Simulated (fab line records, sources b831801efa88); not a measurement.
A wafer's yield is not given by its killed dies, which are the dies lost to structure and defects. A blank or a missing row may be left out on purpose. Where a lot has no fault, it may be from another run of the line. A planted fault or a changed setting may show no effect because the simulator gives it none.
A struck lot beside a sound one || flow sky130 || 14 steps out of a route of 708
Sound: wafers L590.2, L590.4, L590.6. Wafers L588.3, L588.5, L588.6 were the ones struck. At the end, the cause is stated.
Per side, at each step with rows, come the tool, then ch with its chambers, and then its first start. Under that, the readings that differ: sound wafers || struck wafers || difference of the means || sigmas: that difference in standard deviations of wafers without a fault.
alike: words and numbers the same on both sides, and readings whose means are apart by under 2 such deviations; not compared: readings that were withheld, readings missing a value for some wafer, numbers with overlapping values and no deviation given by the record, and bounds like >300 which may hide the same value.
The two part at a step that has a row with sigmas, a row that says differs or no value, or rows on one side only. Numbers that have no deviation but don't overlap get no sigmas and don't part them. A reading missing from all wafers of one side parts the sides only when that side holds two or more wafers.

first, 3 steps without rows for these wafers: SKY_METAL2_EXPOSE_12 (exposes mask MM2, target cd 140 nm); SKY_METAL2_PEB_13; SKY_METAL2_DEVELOP_14 (develop time 60 s).
SKY_METAL2_CD_MEAS_15: target cd 140 nm.
  struck on cd_sem-01, day 39 13:20; sound on cd_sem-01, day 40 04:23
  alike: cd_nm
SKY_METAL2_OVL_MEAS_16:
  struck on overlay-01, day 39 13:26; sound on overlay-02, day 40 04:29
  alike: METAL2_OVL
SKY_METAL2_DESCUM_17: chemistry O2, time 8 s.
  sound on rie_metal-02 ch 0, day 40 04:32; struck on rie_metal-02 ch 0,1, day 39 13:28
  alike: drypump_motor_current_A, oes_product_au
  not compared: rf_hours_counter_h
SKY_METAL2_ETCH_18: etches BARC in N2/H2, stops on SiO2, time 45.9 s, target depth 60 nm.
  sound on rie_metal-02 ch 0, day 40 04:38; struck on rie_metal-02 ch 0,1, day 39 13:31
  alike: drypump_motor_current_A, oes_product_au, throttle_valve_pct
  not compared: rf_hours_counter_h
SKY_METAL2_METAL_ETCH_19: etches the open film in Cl2/BCl3, stops on SiO2, target depth 360 nm, time 78 s.
  sound on rie_metal-02 ch 0, day 40 04:49; struck on rie_metal-02 ch 0,1, day 39 13:35
  alike: drypump_motor_current_A, oes_product_au, throttle_valve_pct
  not compared: rf_hours_counter_h
SKY_METAL2_STRIP_20: strips in O2/N2.
  sound on plasma_asher-01 ch 1, day 40 05:01; struck on plasma_asher-01 ch 0,1, day 39 13:41
  alike: drypump_motor_current_A, o2_flow_sccm, oes_product_au, strip_time_to_endpoint_s
  not compared: rf_hours_counter_h
then, 3 steps without rows for these wafers: SKY_METAL2_STRIP_21 (strips in post etch residue remover, time 1200 s); SKY_METAL2_CLEAN_22 (cleans in IPA, time 180 s); SKY_METAL2_CLEAN_23 (cleans in O3/DIW).
SKY_VIA2_HDPCVD_00: deposits SiO2, target thk 1180 nm, time 196.7 s.
  sound on hdpcvd-02 ch 0,1, day 40 05:37; struck on hdpcvd-01 ch 1,2, day 39 14:20
  no value came back on the struck wafers for pressure_mtorr (mTorr), run_length_s (s), susceptor_temp_C (C); on the sound wafers pressure_mtorr (mTorr) reads 5.987 6.013 6.018
SKY_PAD_OPEN_PROBE_99:
  the record holds rows for the sound wafers here (prober-02, day 49 17:57) but none for the struck ones

## WHERE THEY PART
Last at SKY_PAD_OPEN_PROBE_99 as far as this record goes, first at SKY_VIA2_HDPCVD_00.

WHY: what the simulator had put in
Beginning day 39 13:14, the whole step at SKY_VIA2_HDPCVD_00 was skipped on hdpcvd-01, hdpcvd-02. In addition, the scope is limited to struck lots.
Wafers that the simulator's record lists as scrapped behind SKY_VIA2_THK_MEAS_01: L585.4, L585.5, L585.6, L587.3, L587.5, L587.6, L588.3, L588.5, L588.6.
